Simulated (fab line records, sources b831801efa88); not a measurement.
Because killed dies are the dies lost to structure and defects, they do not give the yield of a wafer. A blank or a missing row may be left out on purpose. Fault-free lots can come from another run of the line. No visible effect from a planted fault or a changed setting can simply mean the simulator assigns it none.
Comparing a struck lot with a sound one ; flow sky130 ; 18 out of 708 route steps
Sound: these wafers, L473.3, L473.5, L473.6. Struck: wafer L478.3 (L478.4, L478.5, from the same lot, were not struck and are left out); the cause is given at the end.
Each step with rows lists, per side, the tool, then ch with its chambers, then its first start. Under that, the readings that differ: sound wafers ; struck wafers ; difference of the means ; sigmas: that difference in standard deviations of wafers without a fault.
alike: readings whose means differ by less than 2 such deviations, and words and numbers that are the same on both sides. not compared: withheld readings, readings that some wafer has no value for, bounds like >300 that may hide the same value, and numbers for which the record gives no deviation and whose values overlap.
The two part at a step that has a row with sigmas, a row that says differs or no value, or rows on one side only. Numbers that don't overlap but have no deviation are shown without sigmas and don't part them. A reading that every wafer of one side lacks parts them only if that side has two wafers or more.

first, 3 steps without rows for these wafers: SKY_VIA3_EXPOSE_09 (exposes mask VIM3, target cd 200 nm); SKY_VIA3_PEB_10; SKY_VIA3_DEVELOP_11 (develop time 60 s).
SKY_VIA3_CD_MEAS_12: target cd 200 nm.
  sound on cdSem-02 at day 43 07:04; struck on cdSem-01 at day 45 00:19
  alike: cdNm
SKY_VIA3_OVL_MEAS_13:
  sound on overlay-01 at day 43 07:09; struck on overlay-02 at day 45 00:24
  alike: VIA3_OVL
SKY_VIA3_ETCH_14: etches BARC in N2/H2, stops on SiO2, time 45.9 s, target depth 60 nm.
  sound on rieDiel-02 ch 0,1, day 43 07:11; struck on rieDiel-04 ch 2, day 45 00:26
reading;sound;struck;difference;sigmas
throttleValvePct (%);13.246 13.227 13.230;13.208;-0.026;-3
  alike: drypumpMotorCurrentA, h2FlowSccm, oesProductAu
  not compared: rfHoursCounterH
SKY_VIA3_ETCH_15: etches SiO2 in C4F8/O2/Ar, stops on TiN, target depth 507 nm, time 78 s.
  sound on rieDiel-02 ch 0,1, day 43 07:13; struck on rieDiel-04 ch 2, day 45 00:28
  alike: oesProductAu
  not compared: rfHoursCounterH
SKY_VIA3_STRIP_16: strips in O2/N2.
  sound on plasmaAsher-01 ch 0,1, day 43 07:19; struck on plasmaAsher-04 ch 1, day 45 00:34
  alike: drypumpMotorCurrentA, oesProductAu, stripTimeToEndpointS
  not compared: rfHoursCounterH
then, 3 steps without rows for these wafers: SKY_VIA3_STRIP_17 (strips in post etch residue remover, time 1200 s); SKY_VIA3_CLEAN_18 (cleans in IPA, time 180 s); SKY_VIA3_CLEAN_19 (cleans in O3/DIW).
SKY_VIA3_SPUTTER_20: material TiN, target thk 20 nm, time 80 s.
  sound on pvdSputter-02 at day 43 08:13; struck on pvdSputter-03 at day 45 01:09
  alike: cathodeDcPowerW, throttleValvePct
SKY_VIA3_CVD_21: deposits W, target thk 390 nm, time 117.31 s.
  sound on cvdW-02 ch 0,1, day 43 08:19; struck on cvdW-02 ch 0, day 45 01:16
reading;sound;struck;difference;sigmas
model.W_of_VIA3_CVD_21.thkNm (nm);386.7 389.4 392.4;584;+194;
  alike: heaterPowerW
SKY_VIA3_RS_MEAS_22: a four-point-probe measurement.
  sound on filmMetro-04 at day 43 08:26; struck on filmMetro-02 at day 45 01:23
reading;sound;struck;difference;sigmas
VIA3_W_RS (ohm/sq);0.296 0.293 0.291;0.196;-0.097;-29
SKY_VIA3_THK_MEAS_23: measures by xrf.
  sound on filmMetro-04 at day 43 08:32; struck on filmMetro-02 at day 45 01:29
  not compared: VIA3_W_THK
SKY_VIA3_CMP_24: polishes, stops on SiO2, t overpolish 20 s, target thk 0 nm.
  sound on cmp-02 ch 0,1, day 43 08:38; struck on cmp-02 ch 2, day 45 02:19
reading;sound;struck;difference;sigmas
timeToEndpointS (s);99 103 95;142;+43;+9
  alike: motorCurrentA
SKY_METAL4_SPUTTER_00: material Ti, target thk 15 nm, time 10 s.
  sound on pvdSputter-03 at day 43 08:53; struck on pvdSputter-04 at day 45 02:37
  alike: cathodeDcPowerW, throttleValvePct
following that, these wafers have no rows for 1 step: SKY_PAD_OPEN_PROBE_99.

== WHERE THEY PART ==
Last at SKY_VIA3_CMP_24 as far as this record goes, first at SKY_VIA3_ETCH_14. Later steps at which nothing parts them and some readings are alike: SKY_METAL4_SPUTTER_00.

WHY: the cause the simulator had injected
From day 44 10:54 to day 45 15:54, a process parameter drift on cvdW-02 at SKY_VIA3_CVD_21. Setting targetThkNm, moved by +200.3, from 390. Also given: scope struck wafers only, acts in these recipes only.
